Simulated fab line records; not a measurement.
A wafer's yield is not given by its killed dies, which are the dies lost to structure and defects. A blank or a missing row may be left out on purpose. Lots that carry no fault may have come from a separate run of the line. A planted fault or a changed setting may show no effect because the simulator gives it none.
Which tool did it? | flow sky130 | route of 708 steps, sampled at 1 step: 6 lots, 18 wafers

## WHAT EACH GAUGE READ, for each wafer
SKY_POLY_GATE_THK_MEAS_01.
lot  | measured     | on            | POLY_GATE_CVD_00_THK (nm)
L869 | day 15 05:54 | film_metro-02 | 179.2 181.5 179.4
L874 | day 16 19:53 | film_metro-02 | 180.2 181.6 180.8
L880 | day 19 08:09 | film_metro-03 | 181.6 181.6 181.9
L884 | day 20 11:43 | film_metro-01 | 179.6 180.0 180.8
L887 | day 21 11:06 | film_metro-01 | 182.4 180.9 182.1
L889 | day 22 05:31 | film_metro-03 | 180.2 181.4 180.0

## WHICH TOOL RAN EACH LOT (tool, then ch and the chambers of the sampled wafers, then the start)
The record shows no process step preceding these readings.

## THE ANSWER, worked out from the rows above alone
Rule: the usual values come from the lots themselves. Put in order of their means at a reading, lots are off if they are a third of the lots or fewer, leave a main group of 4 or more, and stand apart from it by a gap of 3 or more times the standard deviation of the main group's means; of several such gaps the widest counts. Not used: any main group whose means are identical at the precision the tables above print for the reading. Also off: a lot with no number at a reading for which 4 or more lots have one. Any other lot the step has rows for is counted as sound.
Across all readings shown, no lot is off: no conclusion can be drawn from this.

## WHAT THE SIMULATOR HAD PUT IN
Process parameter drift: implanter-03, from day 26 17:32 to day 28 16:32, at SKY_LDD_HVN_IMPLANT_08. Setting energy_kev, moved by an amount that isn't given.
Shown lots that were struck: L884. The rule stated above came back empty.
